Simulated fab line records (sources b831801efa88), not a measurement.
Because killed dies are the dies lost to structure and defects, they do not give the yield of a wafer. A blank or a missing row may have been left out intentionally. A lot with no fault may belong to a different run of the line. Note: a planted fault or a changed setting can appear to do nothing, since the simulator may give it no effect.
fab line records    flow sky130
record: lots: 6  wafers: 18  lastDay: 50
route steps=708 shown NWELL@59 PAD_OPEN@708
lots that met no fault: taken from a fault-free run of the same line
startH: hours from the record's opening day to when the first of the lot's shown wafers began    waitH: hours elapsed since this lot's preceding step    " as in the row above    L1.1+2: one row covering several wafers at once    - no value, or no start given    * or withheld: withheld    < > ~ a bound
route shown NAME@n: NAME is a module with steps in the file, n the number in the route of the first one    usual: average and standard deviation across the fault-free wafers    same: alike in all rows    chamber/n: place in a boat    sites: readings site by site    _std_site: how widely they spread, as a standard deviation    _edge_site: outer sites' mean less inner sites'    radiusMm: for every site, how far away it sits from the centre of the wafer    mask NAME#n: copy n    behind: the tool/chamber that last shaped the wafer    hold: reason for holding the lot/hours on hold/outcome of the hold    device: transistor that didn't switch, given as n, p or np    end of line: the same wafers' tests at the end of the route    a step given without rows: its recipe and nothing more    killed: at the first sort, the dies lost to defects and structure; wafer yield is something else    map: the dies of a wafer, with x for killed, . for not killed, _ for no die there
set.NAME: setting as actually run; set.NAME@STEP: the setting as run at that earlier step    model.NAME: the simulator's own value behind a step, which no gauge read
lots seen at some steps along the route; tables by step, rows by wafer
services: when a tool's chamber went out of use (startH, in hours from the record's first day, below 0 if earlier), for how many hours, and the reason
== steps ==
step: SKY_NWELL_SOFTBAKE_06
recipe: tempC: 110  timeS: withheld
step: SKY_NWELL_EXPOSE_07
recipe: maskId: NWM  na: 0.6  sourceShape: conventional  sigmaOuter: 0.6  polarization: unpolarized  targetCdNm: 840  doseMj: 255
step: SKY_NWELL_PEB_08
recipe: tempC: 115  timeS: withheld
step: SKY_NWELL_DEVELOP_09
recipe: wallAngleDeg: 90  developer: TMAH  developTimeS: 60  devTempC: 23
step: SKY_NWELL_OVL_MEAS_10
usual: NWELL_00_OVL: 0.2/1.2
lot.wafer  tool        chamber  startH  waitH  NWELL_00_OVL[nm]
L540.1     overlay-01  -        103.02  -      -0.5
L540.3     "           -        "       "      -0.5
L540.6     "           -        "       "      -0.6
L544.2     overlay-02  -        126.73  -      2.1
L544.5     "           -        "       "      1.6
L544.6     "           -        "       "      -0.4
L550.2     overlay-02  -        163.88  -      1.5
L550.3     "           -        "       "      1.3
L550.6     "           -        "       "      -0.9
L551.3     overlay-01  -        171.38  -      0.1
L551.4     "           -        "       "      2.3
L551.5     "           -        "       "      0.6
L554.3     overlay-02  -        182.03  -      -0.6
L554.4     "           -        "       "      2.5
L554.6     "           -        "       "      0.5
L560.1     overlay-02  -        227.82  -      2.1
L560.2     "           -        "       "      1.4
L560.6     "           -        "       "      0.9
step: SKY_NWELL_IMPLANT_11
recipe: species: P  energyKev: 400  doseCm2: 1.9e+13  tiltDeg: withheld
step: SKY_NWELL_IMPLANT_12
recipe: species: P  energyKev: 120  doseCm2: 1.3e+12  tiltDeg: withheld
step: SKY_NWELL_IMPLANT_13
recipe: species: P  energyKev: 50  doseCm2: 7e+11  tiltDeg: withheld
step: SKY_NWELL_STRIP_14
recipe: chemistry: O2/N2  powerW: 1400  pressureMtorr: 1500  platenTempC: withheld  o2FlowSccm: 3000  n2FlowSccm: 300  overashFraction: 0.5
usual: drypumpMotorCurrentA: 5.6/0.4  oesProductAu: 0.722/0.0043  stripTimeToEndpointS: 36.92/0.087
lot.wafer  tool            chamber  startH  waitH  drypumpMotorCurrentA  oesProductAu  rfHoursCounterH  stripTimeToEndpointS
L540.1     plasmaAsher-01  0        103.51  0.1    5.2                   0.724         42               36.89
L540.3     "               1        "       "      5.2                   0.722         -                36.98
L540.6     "               0        "       "      5.2                   0.721         -                37.03
L544.2     plasmaAsher-04  0        127.21  0.1    6.1                   0.722         41               36.86
L544.5     "               1        "       "      6.1                   0.721         -                36.72
L544.6     "               0        "       "      6.1                   0.715         -                36.82
L550.2     plasmaAsher-02  1        164.36  0.1    5.5                   0.719         36               36.84
L550.3     "               0        "       "      5.9                   0.722         -                36.80
L550.6     "               0        "       "      5.9                   0.724         -                36.78
L551.3     plasmaAsher-04  0        171.89  0.1    6.0                   0.715         -                36.90
L551.4     "               1        "       "      6.0                   0.720         -                36.97
L551.5     "               0        "       "      6.0                   0.727         -                37.03
L554.3     plasmaAsher-01  1        182.54  0.1    5.2                   0.721         -                36.88
L554.4     "               0        "       "      5.2                   0.724         -                36.87
L554.6     "               1        "       "      5.2                   0.725         -                36.84
L560.1     plasmaAsher-02  0        228.31  0.1    5.8                   0.726         41               37.01
L560.2     "               1        "       "      5.4                   0.723         41               37.00
L560.6     "               1        "       "      5.5                   0.723         -                37.02
step: SKY_NWELL_TW_MEAS_15
usual: NWELL_TW: 1826/11
lot.wafer  tool          chamber  startH  waitH  NWELL_TW
L540.1     filmMetro-03  -        103.61  0.1    1833
L540.3     "             -        "       "      1838
L540.6     "             -        "       "      1830
L544.2     filmMetro-02  -        127.32  0.1    1835
L544.5     "             -        "       "      1824
L544.6     "             -        "       "      1824
L550.2     filmMetro-04  -        164.47  0.1    1835
L550.3     "             -        "       "      1847
L550.6     "             -        "       "      1838
L551.3     filmMetro-03  -        171.98  0.1    1837
L551.4     "             -        "       "      1824
L551.5     "             -        "       "      1843
L554.3     filmMetro-03  -        182.63  0.1    1832
L554.4     "             -        "       "      1827
L554.6     "             -        "       "      1822
L560.1     filmMetro-02  -        228.41  0.1    1818
L560.2     "             -        "       "      1823
L560.6     "             -        "       "      1824
step: SKY_NWELL_DEHYDRATE_16
recipe: tempC: 200  timeS: 60
step: SKY_NWELL_HMDS_17
recipe: primeTimeS: 60  primeTempC: 120
step: SKY_NWELL_COAT_18
recipe: spinRpm: 2000  resistThkNm: 3000
lot.wafer  tool           chamber  startH  waitH  model.coat_of_NWELL_COAT_18.thkNm
L540.1     lithoTrack-02  0        112.52  0.1    3008
L540.3     "              0        "       "      3009
L540.6     "              0        "       "      3020
L544.2     lithoTrack-01  0        136.60  0.1    3003
L544.5     "              0        "       "      3012
L544.6     "              0        "       "      3020
L550.2     lithoTrack-01  0        175.05  0.1    3011
L550.3     "              0        "       "      3001
L550.6     "              0        "       "      3005
L551.3     lithoTrack-01  0        182.02  0.1    2859
L551.4     "              0        "       "      2871
L551.5     "              0        "       "      2866
L554.3     lithoTrack-01  0        192.72  0.1    2881
L554.4     "              0        "       "      2879
L554.6     "              0        "       "      2886
L560.1     lithoTrack-04  0        239.83  0.1    2995
L560.2     "              0        "       "      3007
L560.6     "              0        "       "      3008
step: SKY_NWELL_SOFTBAKE_19
recipe: tempC: 110  timeS: withheld
step: SKY_NWELL_EXPOSE_20
recipe: maskId: NWM_COMPLEMENT  na: 0.6  sourceShape: conventional  sigmaOuter: 0.6  polarization: unpolarized  targetCdNm: 840  doseMj: 260
step: SKY_NWELL_PEB_21
recipe: tempC: 115  timeS: withheld
step: SKY_NWELL_DEVELOP_22
recipe: wallAngleDeg: 90  developer: TMAH  developTimeS: 60  devTempC: 23
lot.wafer  tool           chamber  startH  waitH  model.coat_of_NWELL_COAT_18.thkNm
L540.1     lithoTrack-04  0        -       -      3003
L540.3     "              0        "       "      3005
L540.6     "              0        "       "      3016
L544.2     lithoTrack-04  0        -       -      2999
L544.5     "              0        "       "      3008
L544.6     "              0        "       "      3016
L550.2     lithoTrack-04  0        -       -      3007
L550.3     "              0        "       "      2997
L550.6     "              0        "       "      3001
L551.3     lithoTrack-02  0        -       -      2855
L551.4     "              0        "       "      2867
L551.5     "              0        "       "      2862
L554.3     lithoTrack-02  0        -       -      2877
L554.4     "              0        "       "      2875
L554.6     "              0        "       "      2882
L560.1     lithoTrack-01  0        -       -      2991
L560.2     "              0        "       "      3002
L560.6     "              0        "       "      3003
step: SKY_NWELL_OVL_MEAS_23
usual: NWELL_01_OVL: 0.3/1.3
lot.wafer  tool        chamber  startH  waitH  NWELL_01_OVL[nm]
L540.1     overlay-02  -        121.98  -      -0.1
L540.3     "           -        "       "      0.1
L540.6     "           -        "       "      2.1
L544.2     overlay-01  -        144.94  -      -0.7
L544.5     "           -        "       "      -0.9
L544.6     "           -        "       "      1.2
L550.2     overlay-01  -        185.34  -      -0.9
L550.3     "           -        "       "      1.3
L550.6     "           -        "       "      -0.4
L551.3     overlay-02  -        192.63  -      1.4
L551.4     "           -        "       "      2.8
L551.5     "           -        "       "      2.4
L554.3     overlay-02  -        204.28  -      0.4
L554.4     "           -        "       "      0.9
L554.6     "           -        "       "      -0.4
L560.1     overlay-01  -        251.67  -      -0.5
L560.2     "           -        "       "      -1.2
L560.6     "           -        "       "      -0.1
step: SKY_NWELL_IMPLANT_24
recipe: species: B  energyKev: 140  doseCm2: 9.2e+12  tiltDeg: withheld
step: SKY_NWELL_STRIP_25
recipe: chemistry: O2/N2  powerW: 1400  pressureMtorr: 1500  platenTempC: withheld  o2FlowSccm: 3000  n2FlowSccm: 300  overashFraction: 0.5
usual: drypumpMotorCurrentA: 5.6/0.37  oesProductAu: 0.722/0.0047  stripTimeToEndpointS: 36.95/0.13
lot.wafer  tool            chamber  startH  waitH  drypumpMotorCurrentA  oesProductAu  rfHoursCounterH  stripTimeToEndpointS
L540.1     plasmaAsher-01  1        122.17  0.1    5.2                   0.726         43               37.01
L540.3     "               1        "       "      5.2                   0.720         -                37.02
L540.6     "               0        "       "      5.2                   0.717         -                37.14
L544.2     plasmaAsher-02  1        145.12  0.1    5.4                   0.728         34               36.96
L544.5     "               0        "       "      5.8                   0.721         -                37.03
L544.6     "               1        "       "      5.5                   0.719         -                37.16
L550.2     plasmaAsher-01  0        185.52  0.1    5.2                   0.717         50               37.04
L550.3     "               0        "       "      5.3                   0.716         -                36.94
L550.6     "               0        "       "      5.2                   0.728         -                36.98
L551.3     plasmaAsher-01  0        192.84  0.1    5.2                   0.720         -                35.29
L551.4     "               1        "       "      5.1                   0.730         -                35.42
L551.5     "               0        "       "      5.2                   0.724         -                35.36
L554.3     plasmaAsher-02  1        204.49  0.1    5.5                   0.728         -                35.55
L554.4     "               0        "       "      5.9                   0.724         -                35.53
L554.6     "               0        "       "      5.9                   0.712         -                35.63
L560.1     plasmaAsher-01  0        251.86  0.1    5.2                   0.718         56               36.87
L560.2     "               1        "       "      5.2                   0.726         56               37.00
L560.6     "               0        "       "      5.2                   0.719         -                37.01
step: SKY_NWELL_TW_MEAS_26
usual: NWELL_2_TW: 498/3.1
lot.wafer  tool          chamber  startH  waitH  NWELL_2_TW
L540.1     filmMetro-02  -        122.27  0.1    494
L540.3     "             -        "       "      495
L540.6     "             -        "       "      498
L544.2     filmMetro-03  -        145.23  0.1    499
L544.5     "             -        "       "      499
L544.6     "             -        "       "      497
L550.2     filmMetro-04  -        185.63  0.1    502
L550.3     "             -        "       "      500
L550.6     "             -        "       "      500
L551.3     filmMetro-02  -        192.93  0.1    495
L551.4     "             -        "       "      494
L551.5     "             -        "       "      496
L554.3     filmMetro-04  -        204.58  0.1    497
L554.4     "             -        "       "      495
L554.6     "             -        "       "      496
L560.1     filmMetro-04  -        251.96  0.1    500
L560.2     "             -        "       "      498
L560.6     "             -        "       "      496
step: SKY_PAD_OPEN_PROBE_99
usual: killed_at_M0_to_M3: 42/6.9  killed_at_M4_up: 3.2/1.7  killedAtContacts: 25/5.1  killedAtFrontEnd: 15/4.5  killedAtOther: 0.4/0.63  killedDies: 86/9.3  killedOnRim: 17/3.9  killedOpen: 46/7  killedShort: 39/6.9
same: grossDies: 492  killedAtBackSide: 0
lot.wafer  tool       chamber  startH   waitH  killed_at_M0_to_M3  killed_at_M4_up  killedAtContacts  killedAtFrontEnd  killedAtOther  killedDies  killedOnRim  killedOpen  killedShort
L540.1     prober-02  -        1096.49  0.1    51                  5                26                18                0              100         22           58          42
L540.3     prober-02  -        1096.59  0.2    46                  4                31                19                0              100         21           54          46
L540.6     prober-02  -        1096.74  0.2    49                  3                23                21                1              97          20           52          45
L544.2     prober-02  -        1124.95  0.1    54                  3                32                8                 0              97          17           44          53
L544.5     prober-02  -        1125.10  0.2    55                  2                23                17                0              97          21           54          43
L544.6     prober-02  -        1125.15  0.2    48                  2                21                13                0              84          17           37          46
L551.3     prober-02  -        1164.49  0.2    45                  2                24                13                1              85          15           41          44
L551.4     prober-02  -        1164.54  0.2    39                  4                16                13                0              72          9            44          28
L551.5     prober-02  -        1164.59  0.2    48                  1                26                7                 0              82          12           38          43
killed by level:class
L540.1 VIA1:geometricParticle:open=16 LI_CONTACT:geometricParticle:open=10 VIA3:geometricParticle:open=9 CONTACT:geometricParticle:short=7 VIA2:geometricParticle:open=5 CONTACT:geometricParticle:open=5 METAL2:geometricParticle:short=5 METAL1:geometricParticle:short=5
L540.3 CONTACT:geometricParticle:open=13 VIA1:geometricParticle:open=12 CONTACT:geometricParticle:short=8 POLY_GATE:geometricParticle:open=5 METAL1:geometricParticle:short=5 METAL2:geometricParticle:short=5 VIA2:geometricParticle:open=5 VIA3:geometricParticle:open=5
L540.6 VIA1:geometricParticle:open=11 LI_CONTACT:geometricParticle:open=10 FIELD_ISO:geometricParticle:open=6 CONTACT:geometricParticle:open=6 METAL2:geometricParticle:short=6 POLY_GATE:geometricParticle:short=5 METAL1:geometricParticle:short=5 VIA1:geometricParticle:short=4
L544.2 CONTACT:geometricParticle:short=11 CONTACT:geometricParticle:open=9 VIA1:geometricParticle:open=9 METAL1:geometricParticle:short=8 VIA3:geometricParticle:open=7 LI_CONTACT:geometricParticle:open=6 VIA1:geometricParticle:short=6 METAL2:geometricParticle:short=6
L544.5 VIA1:geometricParticle:open=11 CONTACT:geometricParticle:open=10 METAL2:geometricParticle:short=10 VIA3:geometricParticle:open=9 LI_CONTACT:geometricParticle:open=6 VIA1:geometricParticle:short=6 VIA2:geometricParticle:open=6 FIELD_ISO:geometricParticle:short=5
L544.6 VIA1:geometricParticle:open=9 METAL2:geometricParticle:short=8 VIA1:geometricParticle:short=7 LI_CONTACT:geometricParticle:open=6 CONTACT:geometricParticle:open=6 METAL1:geometricParticle:short=5 VIA2:geometricParticle:open=5 CONTACT:geometricParticle:short=4
L551.3 VIA1:geometricParticle:open=11 CONTACT:geometricParticle:open=7 FIELD_ISO:geometricParticle:short=6 METAL2:geometricParticle:short=6 VIA2:geometricParticle:open=6 CONTACT:geometricParticle:short=5 LOCAL_INTERCONNECT:geometricParticle:short=4 LI_CONTACT:geometricParticle:open=4
L551.4 VIA1:geometricParticle:open=9 VIA3:geometricParticle:open=9 CONTACT:geometricParticle:open=8 VIA1:geometricParticle:short=7 METAL1:geometricParticle:short=4 VIA2:geometricParticle:open=4 METAL2:geometricParticle:short=4 FIELD_ISO:geometricParticle:open=3
L551.5 CONTACT:geometricParticle:open=9 VIA1:geometricParticle:open=8 VIA1:geometricParticle:short=8 CONTACT:geometricParticle:short=7 METAL2:geometricParticle:short=7 METAL1:geometricParticle:short=5 VIA3:geometricParticle:short=5 LI_CONTACT:geometricParticle:open=4
== services ==
tool            chamber  startH  hours  kind
plasmaAsher-04  -        90.46   3.3    repair
plasmaAsher-01  -        94.15   0.7    repair
plasmaAsher-01  -        106.33  10.0   pm
plasmaAsher-02  -        170.95  0.4    repair
== key ==
firstSign: step: SKY_NWELL_STRIP_25  reading: stripTimeToEndpointS  direction: down  sigmas: 11  usual: *  struck: *
effect none on later readings
modelEffect: step: SKY_NWELL_COAT_18  value: coat_of_NWELL_COAT_18.thkNm  without: 3000  struck: 2874
modelEffect: step: SKY_NWELL_DEVELOP_22  value: coat_of_NWELL_COAT_18.thkNm  without: 2996  struck: 2870
metAt SKY_NWELL_COAT_18
struckWafers L551.3,L551.4,L551.5,L554.3,L554.4,L554.6
testerLeftOut L551,L554
onsetBetween 175.05 182.02
alsoFits SKY_NWELL_DEVELOP_22:lithoTrack-02
fault: kind: processParameterDrift  tool: lithoTrack-01  chamber: -  onsetH: 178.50  steps: SKY_NWELL_COAT_18  channel: resistThkNm  offset: -126.18  shape: step  endH: 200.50  actsIn: theseRecipesOnly  stated: 3000
testerLeftOut: of these lots the tester's yield and bins aren't shown, on N5 and GAA mostly nor the transistor test; their killed dies are dies lost to structure and defects alone, not to doping, threshold or leakage, so they don't give the yield
